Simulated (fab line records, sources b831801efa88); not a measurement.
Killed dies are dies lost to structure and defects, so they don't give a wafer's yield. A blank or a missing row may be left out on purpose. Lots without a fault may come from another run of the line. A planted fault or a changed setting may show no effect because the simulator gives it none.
Split-lot experiment | flow sfq_line | 5 lots, 23 wafers read, on a route of 325 steps

THE SPLIT
At SFQ_TRILAYER_M7_LITHO_EXPOSE_178 (exposes mask M7, target cd 500 nm), the setting dose_mj was moved away from the recipe's 14.4 on 9 of the 23 wafers read, by -6.9% to -6.7%. The other wafers ran this setting at the recipe's value.

The file shows no step between the split and the reading.

THE READING
M7.cd_nm (the simulator's own value, which no gauge read), in nm, at SFQ_TRILAYER_M7_BARC_OPEN_METAL_ETCH_229 (etches BARC in O2, target depth 125 nm, time 41.7 s). The file gives no usual value for it. The 14 wafers here that ran the recipe average 500.1 nm, standard deviation 1 nm.

wafer  | tool, chamber at the split | dose_mj as run | against the recipe | M7.cd_nm, nm | against lot-mates on the recipe
L076.1 | krf_scanner-02, 0          | 14.4           | recipe             | 498.9        | -
L076.2 | krf_scanner-02, 0          | 13.42          | -6.8%              | 511.7        | +11.7
L076.3 | krf_scanner-02, 0          | 13.42          | -6.8%              | 511.4        | +11.4
L076.4 | krf_scanner-02, 0          | 14.4           | recipe             | 501.2        | -
L076.5 | krf_scanner-02, 0          | 13.42          | -6.8%              | 511          | +11.0
L079.1 | krf_scanner-01, 0          | 14.4           | recipe             | 499.2        | -
L079.2 | krf_scanner-01, 0          | 14.4           | recipe             | 499.9        | -
L079.4 | krf_scanner-01, 0          | 14.4           | recipe             | 499.1        | -
L079.5 | krf_scanner-01, 0          | 14.4           | recipe             | 499.9        | -
L079.6 | krf_scanner-01, 0          | 14.4           | recipe             | 501.2        | -
L080.1 | krf_scanner-01, 0          | 14.4           | recipe             | 498.6        | -
L080.2 | krf_scanner-01, 0          | 13.4           | -6.9%              | 509.7        | +11.0
L080.3 | krf_scanner-01, 0          | 14.4           | recipe             | 498.8        | -
L080.4 | krf_scanner-01, 0          | 13.4           | -6.9%              | 512.8        | +14.1
L080.6 | krf_scanner-01, 0          | 13.4           | -6.9%              | 510.6        | +11.9
L083.1 | krf_scanner-01, 0          | 14.4           | recipe             | 501.7        | -
L083.5 | krf_scanner-01, 0          | 14.4           | recipe             | 501.1        | -
L083.6 | krf_scanner-01, 0          | 14.4           | recipe             | 500.7        | -
L085.2 | krf_scanner-01, 0          | 14.4           | recipe             | 501          | -
L085.3 | krf_scanner-01, 0          | 13.44          | -6.7%              | 511          | +10.2
L085.4 | krf_scanner-01, 0          | 14.4           | recipe             | 500.5        | -
L085.5 | krf_scanner-01, 0          | 13.44          | -6.7%              | 510.2        | +9.4
L085.6 | krf_scanner-01, 0          | 13.44          | -6.7%              | 511.8        | +11.1

THE FIT
A straight line over all 23 wafers: M7.cd_nm changes by -1.62 nm for each +1% of dose_mj; r = -0.98; the points scatter about the line by 1 nm.
The same after taking each lot's own level away (the mean of its wafers on the recipe; 23 wafers): -1.66 nm for each +1%; r = -0.99; scatter 0.89 nm.
On that fit, the largest move of dose_mj shifts the reading by 12 nm.
The lots' own levels span 498.70 to 501.17 nm, that is 2.4 times the standard deviation above.
So the lot-to-lot level changes the slope little: the two slopes agree.
Check: with one of the wafers moved furthest among these (-6.9%) left out of the fit, the line predicts +11.6 nm for it against its lot-mates. It came out at +11 nm against them.

OTHER SPLITS ON THESE WAFERS
These wafers also went through other splits before the reading. Each is held against what the fit with the lots' levels taken away leaves over:
other split on the same wafers                    | wafers away from the commonest value | r with M7.cd_nm (lot level and that fit taken away)
SFQ_TRILAYER_M5_BARC_OPEN_METAL_ETCH_161 icp_w    | 10                                   | -0.21
SFQ_TRILAYER_I5_LITHO_COAT_149 spin_rpm           | 7                                    | +0.45
SFQ_TRILAYER_C5_LITHO_EXPOSE_152 dose_mj          | 8                                    | -0.34
SFQ_TRILAYER_M6_DEP_SPUTTER_157 power_w           | 9                                    | +0.01
SFQ_TRILAYER_M6_LITHO_COAT_159 spin_rpm           | 8                                    | -0.31
SFQ_TRILAYER_I6_VIA_LITHO_COAT_174 spin_rpm       | 11                                   | -0.14
SFQ_TRILAYER_I6_VIA_BARC_OPEN_VIA_ETCH_235 bias_w | 10                                   | -0.17

THE FILE'S OWN FIT
M7.cd_nm changes by -1.66 nm for each +1% of dose_mj, r = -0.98.
